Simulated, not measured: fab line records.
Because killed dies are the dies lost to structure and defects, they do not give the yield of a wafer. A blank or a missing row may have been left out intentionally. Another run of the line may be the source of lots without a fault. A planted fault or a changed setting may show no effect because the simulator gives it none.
Matching of chambers	flow sky130	SKY_POLY_GATE_ETCH_17 on rieSi-02: 3 sister chambers
The step etches poly-Si in HBr/Cl2, stops on SiO2, target depth 180 nm, time 70.5 s. 3 wafers are shown with their chamber, then 5 later ones without.

== WAFERS, EACH WITH ITS CHAMBER ==
wafer	chamber	drypumpMotorCurrentA (A)
L721.3	3	5.8
L723.3	1	6.2
L723.5	2	5.1

== WAFERS WITHOUT THEIR CHAMBER ==
wafer	drypumpMotorCurrentA (A)
L726.1	6.2
L726.4	5.8
L726.5	5.8
L730.1	6.2
L730.2	5.0

== WHICH CHAMBER EACH WENT THROUGH ==
wafer	from the rows above	in truth
L726.1	1	1
L726.4	3	3
L726.5	3	3
L730.1	1	1
L730.2	2	2
Placed correctly: 5 of 5. Left unplaced by these rows: 0. Wrongly placed: 0.
How it was worked out, from the rows above alone: a wafer's distance from a chamber is the root of the sum, over the readings, of the square of ((its reading less the chamber's mean) divided by the reading's scatter). The wafer belongs to the nearest chamber; if the next one is less than 2 further off, it can't be placed. For every chamber, the mean is computed from those of its wafers that are shown. The scatter (one wafer shown for each chamber): square how far every hidden wafer sits from the nearest shown wafer, average those squares and take the square root.
